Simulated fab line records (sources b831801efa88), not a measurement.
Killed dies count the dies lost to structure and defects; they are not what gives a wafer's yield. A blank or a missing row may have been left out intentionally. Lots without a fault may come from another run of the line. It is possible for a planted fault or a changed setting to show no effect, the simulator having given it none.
One fault seen from 2 desks || flow gf180mcu || each desk has only its own numbers; what lay behind them comes last

## THE TOOL OWNER'S DESK: hdpcvd-02
The tool's own readings at GF_CONTACT_CVD_00 (deposits SiO2, target thk 300 nm, time 50 s): means of the sampled wafers that have a number, for each lot that ran on this tool. The brackets show how far a lot's mean lies from the usual mean; more than 4 standard deviations puts the lot out of limits, marked OUT.
Columns: A = pressure-mtorr at GF_CONTACT_CVD_00, usual 5.998 mTorr; B = sih4-flow-sccm at GF_CONTACT_CVD_00, usual 60.00 sccm
{"lot": "L116", "first seen here": "day 15 20:10", "A": 6.003, "B": 60.02}
{"lot": "L122", "first seen here": "day 17 18:46", "A": 6.004, "B": 60.02}
{"lot": "L126", "first seen here": "day 19 11:10", "A": 5.992, "B": 59.79}
{"lot": "L129", "first seen here": "day 20 13:03", "A": 6.002, "B": "47.97 (-60) OUT"}
{"lot": "L130", "first seen here": "day 20 16:12", "A": 5.998, "B": "47.82 (-61) OUT"}
{"lot": "L134", "first seen here": "day 22 03:06", "A": 5.997, "B": "47.96 (-60) OUT"}
This desk's finding: out of limits on L129, L130, L134; first on L129, day 20 13:03 (sih4-flow-sccm at GF_CONTACT_CVD_00). In limits: L116, L122, L126.

## AT THE METROLOGY DESK
Lot by lot, what the gauges showed, no matter which tool ran the lot: averages of those sampled wafers that carry a number. The brackets show how far a lot's mean lies from the usual mean; more than 4 standard deviations puts the lot out of limits, marked OUT.
Columns: A = SAB_CVD_00_THK at GF_SAB_THK_MEAS_01, usual 49.9 nm; B = CONTACT_CVD_00_THK at GF_CONTACT_THK_MEAS_01, usual 300 nm
{"lot": "L114", "first seen here": "day 14 11:55", "A": 49.8, "B": 299}
{"lot": "L116", "first seen here": "day 14 22:09", "A": 49.0, "B": 302}
{"lot": "L117", "first seen here": "day 15 09:49", "A": 49.8, "B": 296}
{"lot": "L122", "first seen here": "day 16 20:37", "A": 50.2, "B": 300}
{"lot": "L123", "first seen here": "day 17 08:41", "A": 50.2, "B": 297}
{"lot": "L124", "first seen here": "day 17 15:47", "A": 49.9, "B": 300}
{"lot": "L125", "first seen here": "day 18 04:22", "A": 49.7, "B": 301}
{"lot": "L126", "first seen here": "day 18 10:41", "A": 50.4, "B": 304}
{"lot": "L127", "first seen here": "day 18 16:28", "A": 49.7, "B": 295}
{"lot": "L129", "first seen here": "day 19 11:51", "A": 49.9, "B": "244 (-18) OUT"}
{"lot": "L130", "first seen here": "day 19 15:34", "A": 50.0, "B": "241 (-19) OUT"}
{"lot": "L131", "first seen here": "day 20 03:00", "A": 49.8, "B": 298}
{"lot": "L134", "first seen here": "day 21 02:47", "A": 50.1, "B": "241 (-19) OUT"}
Finding of this desk: L129, L130, L134 out of limits, first seen on L129 at day 20 13:06 (CONTACT_CVD_00_THK at GF_CONTACT_THK_MEAS_01). In limits: L114, L116, L117, L122, L123, L124, L125, L126, L127, L131.

## BROUGHT TOGETHER
At day 20 13:03, on L129, L130, L134, the tool owner's desk was in a position to raise an alarm.
An alarm was possible from the metrology desk at day 20 13:06, on L129, L130, L134.
Of the lots named, all ran GF_CONTACT_CVD_00 on hdpcvd-02.

## WHAT HAD BEEN PUT IN BY THE SIMULATOR
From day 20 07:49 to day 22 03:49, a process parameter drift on hdpcvd-02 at GF_CONTACT_CVD_00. Setting sih4-flow-sccm, moved by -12, from 60. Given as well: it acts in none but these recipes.
Shown lots that were struck: L129, L130, L134.
Delay (hours) between the fault's onset and each desk's first out-of-limits reading: 5 at the tool owner's desk, 5 at the metrology desk.
